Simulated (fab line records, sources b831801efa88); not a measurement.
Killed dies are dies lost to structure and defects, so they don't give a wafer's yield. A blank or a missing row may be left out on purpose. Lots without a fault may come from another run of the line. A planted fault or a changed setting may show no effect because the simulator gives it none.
fab line records | flow sky130
record lots=5 wafers=15 last_day=50
route steps=708 shown METAL4@627 VIA4@639 METAL5@661 PAD_OPEN@708
lots that met no fault: from a run of the same line without faults
start_h: hours from the record's first day to the start of the lot's first wafer shown | wait_h: hours since the lot's step before | " the same as in the row above | L1.1+2: a row that stands for several wafers | - no value, or no start given | * or withheld: withheld | < > ~ a bound
route shown NAME@n: a module of which the file shows steps, and the number in the route of the first | usual: mean/standard deviation of fault-free wafers | same: alike in all rows | chamber/n: place in a boat | sites: the reading at each site | _std_site: their standard deviation | _edge_site: outer sites' mean less inner sites' | radius_mm: how far each site lies from the wafer's centre | mask NAME#n: copy n | behind: the tool/chamber that last shaped the wafer | hold: why the lot was held/for how many hours/how that ended | device: the transistor (n, p or np) that didn't switch | end of line: the same wafers' tests at the end of the route | a step without rows: its recipe alone | killed: dies lost to structure and defects at the first sort, not the wafer's yield | map: a wafer's dies, x killed, . not, _ none there
set.NAME: the setting as run; set.NAME@STEP: as run at that earlier step | model.NAME: the simulator's own value behind a step, which no gauge read
lots at some steps of the route; a table a step, a row a wafer
services: from which hour (start_h, from the record's first day; less than 0 if before it) a tool's chamber was out of use, for how many hours, and why
## steps
# step SKY_METAL4_PEB_11
# recipe peb_temp_c=withheld peb_time_s=withheld resist=KrF-thick
# step SKY_METAL4_DEVELOP_12
# recipe develop_time_s=60 resist=KrF-thick dev_temp_c=21
# step SKY_METAL4_CD_MEAS_13
# recipe target_cd_nm=300
# usual cd_nm=300.0/1.6
# columns lot.wafer tool chamber start_h wait_h cd_nm
L938.3 cd_sem-02 - 981.30 - 302.6
L938.4 " - " " 301.5
L938.5 " - " " 300.5
L943.3 cd_sem-02 - 1020.17 - 299.8
L943.5 " - " " 299.4
L943.6 " - " " 298.9
L956.3 cd_sem-02 - 1105.12 - 296.9
L956.5 " - " " 297.2
L956.6 " - " " 298.5
L958.1 cd_sem-02 - 1111.01 - 298.5
L958.3 " - " " 299.3
L958.4 " - " " 300.0
L959.3 cd_sem-02 - 1115.07 - 297.7
L959.4 " - " " 299.5
L959.6 " - " " 298.7
# step SKY_METAL4_OVL_MEAS_14
# usual METAL4_OVL=2/6.3
# columns lot.wafer tool chamber start_h wait_h METAL4_OVL[nm]
L938.3 overlay-01 - 981.39 0.1 2
L938.4 " - " " 1
L938.5 " - " " 0
L943.3 overlay-02 - 1020.26 0.1 4
L943.5 " - " " 1
L943.6 " - " " 12
L956.3 overlay-02 - 1105.21 0.1 5
L956.5 " - " " 7
L956.6 " - " " 13
L958.1 overlay-01 - 1111.13 0.1 0
L958.3 " - " " -1
L958.4 " - " " 3
L959.3 overlay-01 - 1115.16 0.1 -2
L959.4 " - " " -4
L959.6 " - " " -2
# step SKY_METAL4_DESCUM_15
# recipe chemistry=O2 source_power_w=150 bias_power_w=0 pressure_mtorr=10 temp_c=40 time_s=8
# step SKY_METAL4_ETCH_16
# recipe chemistry=N2/H2 target=BARC ion_energy_ev=200 bias_w=100 pressure_mtorr=30 n2_flow_sccm=100 h2_flow_sccm=200 icp_w=500 stop_on=SiO2 time_s=88.2 target_depth_a=600
# step SKY_METAL4_ETCH_17
# recipe target=SiO2 stop_on=TiN chemistry=C4F8/O2/Ar source_w=1500 bias_w=1200 pressure_mtorr=40 c4f8_flow_sccm=withheld O2_flow_sccm=6 Ar_flow_sccm=300 time_s=3.9 target_depth_a=150
# usual oes_product_au=0.755/0.0073 rf_fwd_power_W=1468/7.5
# columns lot.wafer tool chamber start_h wait_h oes_product_au rf_fwd_power_W rf_hours_counter_h
L938.3 rie_diel-04 0 981.54 0.0 0.751 1479 4
L938.4 " 2 " " 0.767 1463 15
L938.5 " 3 " " 0.757 1477 -
L943.3 rie_diel-04 1 1020.41 0.0 0.756 1466 11
L943.5 " 2 " " 0.754 1462 -
L943.6 " 1 " " 0.754 1467 -
L956.3 rie_diel-04 0 1105.36 0.0 0.750 1475 7
L956.5 " 3 " " 0.756 1475 -
L956.6 " 2 " " 0.758 1462 -
L958.1 rie_diel-02 0 1111.30 0.1 0.751 1463 16
L958.3 " 2 " " 0.754 1465 22
L958.4 " 3 " " 0.749 1470 24
L959.3 rie_diel-04 2 1115.31 0.0 0.743 1462 20
L959.4 " 0 " " 0.759 1480 -
L959.6 " 2 " " 0.756 1463 -
# step SKY_METAL4_METAL_ETCH_18
# recipe target_depth_a=8450 stop_on=SiO2 over_etch_frac=0.3 time_s=183.1 chemistry=Cl2/BCl3 resist_sidewall_deg=88 pressure_mtorr=10 icp_w=900 bias_w=48.5 Cl2_flow_sccm=60 bcl3_flow_sccm=30
# step SKY_METAL4_STRIP_19
# recipe chemistry=O2/N2 power_w=1400 pressure_mtorr=1500 platen_temp_c=withheld o2_flow_sccm=3000 n2_flow_sccm=300 overash_fraction=0.5
# usual drypump_motor_current_A=5.8/0.59 oes_product_au=0.502/0.0052 strip_time_to_endpoint_s=6.54/0.085
# columns lot.wafer tool chamber start_h wait_h drypump_motor_current_A oes_product_au rf_hours_counter_h strip_time_to_endpoint_s
L938.3 plasma_asher-01 0 981.77 0.1 5.3 0.504 - 6.46
L938.4 " 1 " " 6.5 0.503 - 6.58
L938.5 " 1 " " 6.5 0.493 - 6.47
L943.3 plasma_asher-04 1 1020.64 0.1 5.2 0.504 - 6.52
L943.5 " 1 " " 5.2 0.504 - 6.48
L943.6 " 0 " " 6.1 0.497 - 6.42
L956.3 plasma_asher-03 1 1105.59 0.1 6.6 0.499 - 6.53
L956.5 " 0 " " 5.2 0.509 - 6.58
L956.6 " 1 " " 6.6 0.495 - 6.41
L958.1 plasma_asher-04 1 1111.49 0.1 5.2 0.497 4 6.49
L958.3 " 1 " " 5.2 0.491 - 6.46
L958.4 " 0 " " 6.2 0.501 - 6.49
L959.3 plasma_asher-03 0 1115.54 0.1 5.2 0.504 - 6.56
L959.4 " 1 " " 6.5 0.505 - 6.54
L959.6 " 0 " " 5.2 0.503 - 6.53
# step SKY_METAL4_STRIP_20
# recipe chemistry=post_etch_residue_remover time_s=1200 temp_c=72.5
# step SKY_METAL4_CLEAN_21
# recipe chemistry=IPA time_s=180 temp_c=25
# step SKY_METAL4_CLEAN_22
# recipe chemistry=O3/DIW dry=n2_spin
# step SKY_VIA4_HDPCVD_00
# recipe material=SiO2 target_thk_nm=1750 sigma_open_frac=0.3 time_s=291.7 temp_c=400 sih4_flow_sccm=60 pressure_mtorr=6
# columns lot.wafer tool chamber start_h wait_h model.SiO2_of_VIA4_HDPCVD_00.thk_nm
L938.3 hdpcvd-01 2 982.42 0.0 1772
L938.4 " 0 " " 1765
L938.5 " 2 " " 1768
L943.3 hdpcvd-01 2 1021.26 0.0 1730
L943.5 " 0 " " 551.2
L943.6 " 1 " " 1741
L956.3 hdpcvd-01 2 1106.22 0.0 1752
L956.5 " 2 " " 1738
L956.6 " 0 " " 1748
L958.1 hdpcvd-01 1 1112.08 0.0 1743
L958.3 " 2 " " 1735
L958.4 " 1 " " 1728
L959.3 hdpcvd-02 1 1116.10 0.0 1732
L959.4 " 1 " " 1734
L959.6 " 0 " " 1765
# step SKY_VIA4_THK_MEAS_01
# recipe reads=SiO2_of_VIA4_HDPCVD_00
# usual VIA4_HDPCVD_THK=1746/18
# columns lot.wafer tool chamber start_h wait_h VIA4_HDPCVD_THK[nm]
L938.3 film_metro-01 - 982.62 0.1 1771
L938.4 " - " " 1765
L938.5 " - " " 1768
L943.3 film_metro-01 - 1021.46 0.1 1729
L943.5 " - " " 551
L943.6 " - " " 1740
L956.3 film_metro-01 - 1106.42 0.1 1750
L956.5 " - " " 1738
L956.6 " - " " 1748
L958.1 film_metro-03 - 1112.26 0.1 1744
L958.3 " - " " 1734
L958.4 " - " " 1729
L959.3 film_metro-04 - 1116.30 0.1 1733
L959.4 " - " " 1736
L959.6 " - " " 1764
# step SKY_VIA4_CMP_02
# recipe material=SiO2 down_force_psi=4 platen_rpm=60 pad_velocity_m_s=0.94248
# usual motor_current_A=12.0/1
# columns lot.wafer tool chamber start_h wait_h motor_current_A
L938.3 cmp-02 1 982.66 0.0 13.0
L938.4 " 2 " " 11.7
L938.5 " 1 " " 13.2
L943.3 cmp-01 3 1021.50 0.0 11.0
L943.5 " 3 " " 11.0
L943.6 " 0 " " 11.0
L956.3 cmp-01 2 1106.56 0.1 10.8
L956.6 " 0 " " 10.9
L956.5 " 1 " " 13.4
L958.3 cmp-02 0 1112.32 0.0 12.5
L958.1 " 1 " " 13.5
L958.4 " 3 " " 10.9
L959.3 cmp-02 2 1116.34 0.0 11.0
L959.4 " 0 " " 12.3
L959.6 " 3 " " 10.8
# step SKY_VIA4_BOW_MEAS_03
# recipe mode=bow
# usual VIA4_BOW=79/8.8
# columns lot.wafer tool chamber start_h wait_h VIA4_BOW[um]
L938.3 film_metro-03 - 983.00 0.3 80
L938.4 " - " " 88
L938.5 " - " " 93
L943.3 film_metro-04 - 1021.84 0.3 81
L943.5 " - " " 90
L943.6 " - " " 84
L956.3 film_metro-03 - 1106.80 0.2 81
L956.5 " - " " 71
L956.6 " - " " 76
L958.1 film_metro-03 - 1112.62 0.2 96
L958.3 " - " " 82
L958.4 " - " " 89
L959.3 film_metro-01 - 1116.68 0.3 73
L959.4 " - " " 75
L959.6 " - " " 82
# step SKY_VIA4_DEHYDRATE_04
# recipe temp_c=200 time_s=60
# step SKY_VIA4_HMDS_05
# recipe prime_time_s=60 prime_temp_c=120
# step SKY_VIA4_COAT_06
# recipe resist=NOVOLAK spin_rpm=3000 resist_thk_nm=1140
# step SKY_VIA4_SOFTBAKE_07
# recipe temp_c=90 time_s=60 resist=NOVOLAK
# step SKY_VIA4_EXPOSE_08
# recipe mask_id=VIM4 na=0.6 source_shape=conventional sigma_outer=0.6 polarization=unpolarized target_cd_nm=800 dose_mj=132
# step SKY_VIA4_PEB_09
# recipe temp_c=withheld time_s=* resist=NOVOLAK
# step SKY_VIA4_DEVELOP_10
# recipe resist=NOVOLAK developer=TMAH develop_time_s=60 dev_temp_c=23
# step SKY_VIA4_OVL_MEAS_11
# usual VIA4_OVL=-0.6/1.5
# columns lot.wafer tool chamber start_h wait_h VIA4_OVL[nm]
L938.3 overlay-02 - 1006.64 0.1 0.4
L938.4 " - " " -1.9
L938.5 " - " " -0.3
L943.3 overlay-02 - 1043.67 0.1 -2.6
L943.5 " - " " -2.1
L943.6 " - " " 0.8
L956.3 overlay-02 - 1125.77 0.1 -1.9
L956.5 " - " " -1.2
L956.6 " - " " -1.3
L958.1 overlay-01 - 1130.38 0.1 0.7
L958.3 " - " " 1.3
L958.4 " - " " -0.6
L959.3 overlay-02 - 1135.27 0.1 -0.7
L959.4 " - " " -0.3
L959.6 " - " " -3.0
# step SKY_VIA4_ETCH_12
# recipe target=SiO2 chemistry=C4F8/O2/Ar stop_on=TiN mask_material=NOVOLAK source_w=1500 bias_w=1200 pressure_mtorr=40 c4f8_flow_sccm=withheld O2_flow_sccm=6 Ar_flow_sccm=300 time_s=withheld target_depth_a=5800
# usual oes_product_au=0.926/0.0043 rf_fwd_power_W=1491/4.6
# columns lot.wafer tool chamber start_h wait_h oes_product_au rf_fwd_power_W model.etch.depth_nm model.VIA4.feature_depth_nm
L938.3 rie_diel-01 2 1006.66 0.0 0.937 1493 581.1 581.1
L938.4 " 0 " " 0.918 1495 579 579
L938.5 " 2 " " 0.929 1487 580.6 580.6
L943.3 rie_diel-01 0 1043.70 0.0 0.929 1492 580.3 580.3
L943.5 " 0 " " 0.893 1495 551.2 551.2
L943.6 " 3 " " 0.926 1504 580.4 580.4
L956.3 rie_diel-03 0 1125.80 0.0 0.929 1494 581.2 581.2
L956.5 " 3 " " 0.924 1496 580.6 580.6
L956.6 " 0 " " 0.929 1488 581.7 581.7
L958.1 rie_diel-04 2 1130.41 0.0 0.921 1491 579.6 579.6
L958.3 " 3 " " 0.929 1492 580.4 580.4
L958.4 " 1 " " 0.928 1491 580.1 580.1
L959.3 rie_diel-03 1 1135.30 0.0 0.930 1487 580 580
L959.4 " 0 " " 0.924 1500 579.6 579.6
L959.6 " 2 " " 0.927 1494 580.4 580.4
# step SKY_VIA4_STRIP_13
# recipe chemistry=O2/N2 power_w=1400 pressure_mtorr=1500 platen_temp_c=withheld o2_flow_sccm=3000 n2_flow_sccm=300 overash_fraction=0.5
# step SKY_VIA4_STRIP_14
# recipe chemistry=post_etch_residue_remover time_s=1200 temp_c=72.5
# step SKY_VIA4_CLEAN_15
# recipe chemistry=IPA time_s=180 temp_c=25
# step SKY_VIA4_CLEAN_16
# recipe chemistry=O3/DIW dry=n2_spin
# step SKY_VIA4_SPUTTER_17
# recipe material=TiN target_thk_nm=20 chamber_pressure_pa=5 power_w=4000 time_s=80
# step SKY_VIA4_CVD_18
# recipe material=W target_thk_nm=505 time_s=152.14 temp_c=400 pressure_torr=40
# usual heater_power_w=833/66
# columns lot.wafer tool chamber start_h wait_h heater_power_w
L938.3 cvd_w-01 1 1007.45 0.1 882
L938.4 " 0 " " 864
L938.5 " 0 " " 883
L943.3 cvd_w-02 0 1044.51 0.1 843
L943.5 " 0 " " 830
L943.6 " 1 " " 731
L956.3 cvd_w-02 1 1126.57 0.1 733
L956.5 " 0 " " 835
L956.6 " 1 " " 731
L958.1 cvd_w-01 0 1131.18 0.0 874
L958.3 " 0 " " 880
L958.4 " 1 " " 910
L959.3 cvd_w-01 0 1136.07 0.1 881
L959.4 " 1 " " 929
L959.6 " 0 " " 873
# step SKY_VIA4_RS_MEAS_19
# recipe thk_meas_gauge=four-point-probe reads=W_of_VIA4_CVD_18+TiN_of_VIA4_SPUTTER_17
# usual VIA4_W_RS=0.226/0.004
# columns lot.wafer tool chamber start_h wait_h VIA4_W_RS[ohm/sq]
L938.3 film_metro-01 - 1007.59 0.1 0.230
L938.4 " - " " 0.228
L938.5 " - " " 0.228
L943.3 film_metro-01 - 1044.65 0.1 0.220
L943.5 " - " " 0.218
L943.6 " - " " 0.226
L956.3 film_metro-01 - 1126.71 0.1 0.226
L956.5 " - " " 0.221
L956.6 " - " " 0.228
L958.1 film_metro-01 - 1131.33 0.1 0.229
L958.3 " - " " 0.230
L958.4 " - " " 0.231
L959.3 film_metro-03 - 1136.21 0.1 0.225
L959.4 " - " " 0.226
L959.6 " - " " 0.221
# step SKY_VIA4_THK_MEAS_20
# recipe thk_meas_gauge=xrf reads=W_of_VIA4_CVD_18
# usual VIA4_W_THK=501/9.6
# columns lot.wafer tool chamber start_h wait_h VIA4_W_THK[nm]
L938.3 film_metro-01 - 1007.69 0.1 485
L938.4 " - " " 494
L938.5 " - " " 490
L943.3 film_metro-01 - 1044.75 0.1 516
L943.5 " - " " 514
L943.6 " - " " 501
L956.3 film_metro-01 - 1126.81 0.1 507
L956.5 " - " " 517
L956.6 " - " " 505
L958.1 film_metro-01 - 1131.45 0.1 503
L958.3 " - " " 499
L958.4 " - " " 496
L959.3 film_metro-03 - 1136.31 0.1 498
L959.4 " - " " 500
L959.6 " - " " 511
# step SKY_VIA4_CMP_21
# recipe stop_on=SiO2 t_overpolish_s=25 down_force_psi=3.5 platen_rpm=60 target_thk_nm=0 pad_velocity_m_s=0.94248
# step SKY_METAL5_SPUTTER_00
# recipe material=Ti target_thk_nm=15 power_w=3000 time_s=10 chamber_pressure_pa=0.4
# step SKY_METAL5_SPUTTER_01
# recipe material=TiN target_thk_nm=20 power_w=6500 time_s=16.7 chamber_pressure_pa=0.4
# step SKY_METAL5_SPUTTER_02
# recipe material=AlCu target_thk_nm=1150 power_w=10600 time_s=61.2 chamber_pressure_pa=0.4
# step SKY_METAL5_SPUTTER_03
# recipe material=Ti target_thk_nm=5 power_w=3000 time_s=3.3 chamber_pressure_pa=0.4
# step SKY_METAL5_SPUTTER_04
# recipe material=TiN target_thk_nm=70 power_w=6500 time_s=58.3 chamber_pressure_pa=0.4
# usual chamber_pressure_pa=0.4000/0.00091 throttle_valve_pct=30.1/1.3
# columns lot.wafer tool chamber start_h wait_h chamber_pressure_pa throttle_valve_pct
L938.3 pvd_sputter-04 - 1008.15 0.0 0.4002 30.4
L938.4 " - " " 0.4004 32.4
L938.5 " - " " 0.3992 32.2
L943.3 pvd_sputter-04 - 1045.21 0.0 0.4002 31.3
L943.5 " - " " 0.3994 32.6
L943.6 " - " " 0.4005 30.1
L956.3 pvd_sputter-02 - 1127.27 0.0 0.3999 29.3
L956.5 " - " " 0.3991 28.7
L956.6 " - " " 0.4004 29.5
L958.1 pvd_sputter-03 - 1131.93 0.0 0.3997 29.5
L958.3 " - " " 0.3996 28.7
L958.4 " - " " 0.3998 31.0
L959.3 pvd_sputter-03 - 1136.79 0.0 0.4000 29.4
L959.4 " - " " 0.3980 29.3
L959.6 " - " " 0.3993 29.5
# step SKY_METAL5_RS_MEAS_05
# recipe thk_meas_gauge=four-point-probe reads=TiN_of_METAL5_SPUTTER_04+Ti_of_METAL5_SPUTTER_03+AlCu_of_METAL5_SPUTTER_02+TiN_of_METAL5_SPUTTER_01+Ti_of_METAL5_SPUTTER_00
# usual METAL5_ALCU_RS=0.02709/0.00025
# columns lot.wafer tool chamber start_h wait_h METAL5_ALCU_RS[ohm/sq]
L938.3 film_metro-02 - 1008.24 0.1 0.027
L938.4 " - " " 0.02719
L938.5 " - " " 0.02702
L943.3 film_metro-02 - 1045.30 0.1 0.02715
L943.5 " - " " 0.02707
L943.6 " - " " 0.02748
L956.3 film_metro-03 - 1127.36 0.1 0.02687
L956.5 " - " " 0.02689
L956.6 " - " " 0.02687
L958.1 film_metro-03 - 1131.98 0.0 0.02739
L958.3 " - " " 0.02721
L958.4 " - " " 0.02694
L959.3 film_metro-02 - 1136.88 0.1 0.02694
L959.4 " - " " 0.02687
L959.6 " - " " 0.02701
# step SKY_METAL5_THK_MEAS_06
# recipe thk_meas_gauge=xrf reads=AlCu_of_METAL5_SPUTTER_02
# usual METAL5_ALCU_THK=1143/13
# columns lot.wafer tool chamber start_h wait_h METAL5_ALCU_THK[nm]
L938.3 film_metro-02 - 1008.34 0.1 1144
L938.4 " - " " 1133
L938.5 " - " " 1139
L943.3 film_metro-02 - 1045.40 0.1 1147
L943.5 " - " " 1146
L943.6 " - " " 1133
L956.3 film_metro-03 - 1127.46 0.1 1156
L956.5 " - " " 1155
L956.6 " - " " 1152
L958.1 film_metro-03 - 1132.10 0.1 1117
L958.3 " - " " 1128
L958.4 " - " " 1145
L959.3 film_metro-02 - 1136.98 0.1 1151
L959.4 " - " " 1152
L959.6 " - " " 1147
# step SKY_METAL5_DEHYDRATE_07
# recipe temp_c=200 time_s=60
# step SKY_METAL5_METAL_ETCH_15
# recipe target_depth_a=12600 stop_on=SiO2 over_etch_frac=0.2 time_s=252 chemistry=Cl2/BCl3 resist_sidewall_deg=86 pressure_mtorr=10 icp_w=900 bias_w=48.5 Cl2_flow_sccm=60 bcl3_flow_sccm=30
# usual drypump_motor_current_A=5.7/0.49 oes_product_au=0.894/0.0054 rf_fwd_power_W=897.3/2.9 throttle_valve_pct=22.264/0.0091
# columns lot.wafer tool chamber start_h wait_h drypump_motor_current_A oes_product_au rf_fwd_power_W rf_hours_counter_h throttle_valve_pct model.SiO2_of_VIA4_HDPCVD_00.thk_nm
L938.3 rie_metal-04 0 1030.60 0.1 4.9 0.896 895.8 - 22.255 549.6
L938.4 " 1 " " 5.3 0.894 897.2 - 22.273 548.4
L938.5 " 0 " " 4.9 0.892 895.8 - 22.265 549.5
L943.3 rie_metal-04 1 1066.81 0.1 5.3 0.888 894.8 - 22.252 549.7
L943.5 " 1 " " 5.4 0.883 889.9 - 22.264 520.6
L943.6 " 0 " " 4.9 0.885 902.7 - 22.270 549.2
L956.3 rie_metal-02 0 1145.57 0.1 5.7 0.897 897.6 - 22.268 549.9
L956.5 " 0 " " 5.8 0.892 893.9 - 22.277 549.5
L956.6 " 1 " " 6.2 0.901 899.8 - 22.263 550.8
L958.1 rie_metal-03 0 1150.63 0.0 6.1 0.889 899.3 22 22.277 548.9
L958.3 " 0 " " 6.1 0.893 901.3 - 22.278 549.6
L958.4 " 1 " " 6.1 0.891 898.7 - 22.268 549.6
L959.3 rie_metal-04 0 1155.30 0.1 4.9 0.902 899.4 - 22.263 548.5
L959.4 " 1 " " 5.3 0.895 895.0 - 22.270 548.8
L959.6 " 0 " " 4.9 0.889 897.9 - 22.263 549.2
# step SKY_PAD_OPEN_PROBE_99
# usual defect_limited_yield=82.7/2.1 killed_at_M0_to_M3=43/7.2 killed_at_M4_up=3.3/1.8 killed_at_contacts=23/5.5 killed_at_front_end=16/5.1 killed_at_other=0.4/0.65 killed_dies=85/10 killed_open=46/7.1 killed_short=38/7.2
# same gross_dies=492 killed_at_back_side=0
# columns lot.wafer tool chamber start_h wait_h defect_limited_yield[%] killed_at_M0_to_M3 killed_at_M4_up killed_at_contacts killed_at_front_end killed_at_other killed_dies killed_open killed_short model.etest.tester.sort_n_pass model.etest.tester.sort_yield_pct model.etest.tester.sort_bin_3_pct model.etest.met5_comb.leak_log10_a_um model.etest.tester.sort_bin_8_pct
L938.3 prober-01 - 1076.58 0.2 81.9 45 1 25 17 1 89 47 42 403 81.91 0.813 -12.04 0
L938.4 prober-01 - 1076.63 0.2 81.3 40 4 20 28 0 92 37 52 400 81.3 0.4065 -12.1 0
L938.5 prober-01 - 1076.68 0.2 83.5 32 3 30 15 1 81 47 33 411 83.54 0.813 -11.96 0
L943.3 prober-01 - 1111.67 0.2 82.7 43 3 24 15 0 85 42 41 407 82.72 1.829 -12.06 0
L943.5 prober-01 - 1111.77 0.2 82.5 42 3 23 18 0 86 53 33 220 44.72 38.21 -7.011 1.281e-08
L943.6 prober-01 - 1111.82 0.2 86.2 28 1 26 13 0 68 40 27 424 86.18 1.016 -11.95 0
L956.3 prober-02 - 1183.15 0.2 82.3 49 3 23 12 0 87 47 39 405 82.32 1.22 -12.09 0
L956.5 prober-02 - 1183.25 0.2 84.3 39 5 20 13 0 77 40 37 415 84.35 0.4065 -11.99 0
L956.6 prober-02 - 1183.30 0.2 86.8 39 2 15 9 0 65 39 26 427 86.79 0.4065 -11.89 0
L958.1 prober-01 - 1187.45 0.1 81.7 36 9 25 20 0 90 41 48 402 81.71 1.829 -11.92 0
L958.3 prober-01 - 1187.55 0.2 82.3 47 2 24 14 0 87 38 49 405 82.32 1.626 -12 0
L958.4 prober-01 - 1187.60 0.2 85.8 38 4 15 13 0 70 40 30 422 85.77 1.22 -12 0
L959.3 prober-01 - 1191.86 0.2 82.5 34 4 31 17 0 86 38 48 406 82.52 1.016 -11.97 0
L959.4 prober-01 - 1191.91 0.2 83.9 26 1 38 14 0 79 47 32 413 83.94 0.6098 -12.06 0
L959.6 prober-01 - 1192.01 0.2 80.7 47 3 28 17 0 95 48 47 397 80.69 0.813 -12.01 0
# killed by level:class
L938.3 VIA1:geometric_particle:open=11 FIELD_ISO:geometric_particle:open=7 LI_CONTACT:geometric_particle:open=7 CONTACT:geometric_particle:short=7 METAL1:geometric_particle:short=7 METAL2:geometric_particle:short=7 VIA2:geometric_particle:open=6 VIA3:geometric_particle:open=6
L938.4 POLY_GATE:geometric_particle:short=10 VIA1:geometric_particle:open=9 CONTACT:geometric_particle:open=8 FIELD_ISO:geometric_particle:short=6 METAL2:geometric_particle:short=6 POLY_GATE:geometric_particle:open=5 METAL1:geometric_particle:short=5 METAL3:geometric_particle:short=5
L938.5 LI_CONTACT:geometric_particle:open=17 CONTACT:geometric_particle:open=8 VIA3:geometric_particle:open=6 FIELD_ISO:geometric_particle:short=5 FIELD_ISO:geometric_particle:open=4 METAL1:geometric_particle:short=4 VIA1:geometric_particle:open=4 VIA2:geometric_particle:open=4
L943.3 METAL2:geometric_particle:short=9 CONTACT:geometric_particle:open=8 LI_CONTACT:geometric_particle:open=7 VIA3:geometric_particle:open=6 VIA2:geometric_particle:short=5 METAL1:geometric_particle:short=5 FIELD_ISO:geometric_particle:open=4 POLY_GATE:geometric_particle:open=4
L943.5 CONTACT:geometric_particle:open=11 VIA1:geometric_particle:open=11 VIA3:geometric_particle:open=7 POLY_GATE:geometric_particle:short=6 POLY_GATE:geometric_particle:open=6 LI_CONTACT:geometric_particle:open=6 VIA1:geometric_particle:short=5 VIA2:geometric_particle:open=4
L943.6 CONTACT:geometric_particle:open=11 VIA1:geometric_particle:open=7 LOCAL_INTERCONNECT:geometric_particle:short=5 METAL1:geometric_particle:short=5 VIA2:geometric_particle:open=5 FIELD_ISO:geometric_particle:open=4 LI_CONTACT:geometric_particle:open=4 LI_CONTACT:geometric_particle:short=4
L956.3 VIA1:geometric_particle:open=19 METAL1:geometric_particle:short=9 CONTACT:geometric_particle:short=9 VIA3:geometric_particle:open=7 LI_CONTACT:geometric_particle:open=5 CONTACT:geometric_particle:open=5 FIELD_ISO:geometric_particle:short=4 POLY_GATE:geometric_particle:open=4
L956.5 VIA1:geometric_particle:open=11 CONTACT:geometric_particle:open=6 METAL1:geometric_particle:short=6 VIA2:geometric_particle:open=6 POLY_GATE:geometric_particle:short=5 LI_CONTACT:geometric_particle:open=5 CONTACT:geometric_particle:short=5 VIA3:geometric_particle:short=4
L956.6 VIA1:geometric_particle:open=10 VIA2:geometric_particle:open=8 VIA3:geometric_particle:open=8 CONTACT:geometric_particle:open=5 POLY_GATE:geometric_particle:short=4 CONTACT:geometric_particle:short=4 METAL1:geometric_particle:short=4 VIA1:geometric_particle:short=4
L958.1 CONTACT:geometric_particle:open=9 VIA3:geometric_particle:open=8 METAL4:geometric_particle:short=8 POLY_GATE:geometric_particle:short=6 CONTACT:geometric_particle:short=5 LOCAL_INTERCONNECT:geometric_particle:short=4 POLY_GATE:geometric_particle:open=4 METAL3:geometric_particle:short=4
L958.3 CONTACT:geometric_particle:open=9 VIA1:geometric_particle:open=9 POLY_GATE:geometric_particle:short=7 METAL1:geometric_particle:short=7 VIA1:geometric_particle:short=6 VIA3:geometric_particle:open=6 LOCAL_INTERCONNECT:geometric_particle:short=5 METAL3:geometric_particle:short=5
L958.4 VIA1:geometric_particle:open=10 LI_CONTACT:geometric_particle:open=5 VIA3:geometric_particle:open=5 VIA1:geometric_particle:short=5 VIA2:geometric_particle:open=5 VIA3:geometric_particle:short=5 POLY_GATE:geometric_particle:open=4 CONTACT:geometric_particle:open=3
L959.3 CONTACT:geometric_particle:open=10 LI_CONTACT:geometric_particle:short=7 VIA3:geometric_particle:open=7 CONTACT:geometric_particle:short=6 METAL2:geometric_particle:short=6 POLY_GATE:geometric_particle:short=5 VIA1:geometric_particle:open=5 POLY_GATE:geometric_particle:open=4
L959.4 CONTACT:geometric_particle:open=15 LI_CONTACT:geometric_particle:open=12 POLY_GATE:geometric_particle:short=6 LOCAL_INTERCONNECT:geometric_particle:short=5 VIA1:geometric_particle:open=4 VIA1:geometric_particle:short=4 METAL2:geometric_particle:short=4 POLY_GATE:geometric_particle:open=3
L959.6 CONTACT:geometric_particle:open=10 VIA1:geometric_particle:open=10 METAL1:geometric_particle:short=9 POLY_GATE:geometric_particle:open=7 LI_CONTACT:geometric_particle:open=7 FIELD_ISO:geometric_particle:short=4 LI_CONTACT:geometric_particle:short=4 VIA3:geometric_particle:short=4
## services
# columns tool chamber start_h hours kind
rie_diel-04 0 958.98 14.2 repair
cmp-01 - 959.84 1.6 repair
rie_metal-04 1 962.81 13.1 repair
rie_diel-01 2 965.75 3.7 repair
cmp-02 - 970.62 6.7 pm
pvd_sputter-04 - 977.48 24.5 repair
cvd_w-01 - 979.20 0.8 repair
plasma_asher-04 - 980.56 2.8 pm
hdpcvd-01 - 993.75 14.6 pm
rie_diel-03 1 994.32 2.9 repair
rie_metal-04 - 997.15 2.8 pm
rie_diel-03 - 1006.03 2.8 pm
cmp-01 - 1013.02 4.7 pm
rie_diel-04 0 1018.34 1.9 repair
rie_diel-01 0 1029.56 4.7 repair
cmp-02 - 1030.24 3.4 repair
plasma_asher-04 - 1055.25 9.0 pm
rie_diel-03 0 1064.71 21.0 repair
rie_diel-01 - 1075.21 14.6 pm
cmp-01 - 1084.00 4.0 pm
cvd_w-02 - 1100.58 0.4 repair
rie_diel-01 1 1102.48 15.9 repair
rie_diel-04 3 1111.71 16.7 repair
cmp-02 - 1138.95 3.3 repair
## key
first_sign step=SKY_VIA4_THK_MEAS_01 reading=VIA4_HDPCVD_THK direction=down sigmas=68 usual=1746 struck=551
effect step=SKY_VIA4_ETCH_12 reading=oes_product_au direction=down sigmas=7.6 usual=0.926 struck=0.893
model_effect step=SKY_VIA4_HDPCVD_00 value=SiO2_of_VIA4_HDPCVD_00.thk_nm without=1753 struck=551.2
model_effect step=SKY_VIA4_ETCH_12 value=etch.depth_nm without=580.1 struck=551.2
model_effect step=SKY_METAL5_METAL_ETCH_15 value=SiO2_of_VIA4_HDPCVD_00.thk_nm without=549.5 struck=520.6
model_effect step=SKY_PAD_OPEN_PROBE_99 value=etest.tester.sort_n_pass without=406 struck=220
met_at SKY_VIA4_HDPCVD_00
struck_wafers L943.5
onset_between 982.42 1021.26
fault kind=process_parameter_drift tool=hdpcvd-01 chamber=- onset_h=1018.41 steps=SKY_VIA4_HDPCVD_00 channel=target_thk_nm offset=-1201.5 shape=step end_h=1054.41 scope=struck_wafers_only acts_in=these_recipes_only stated=1750
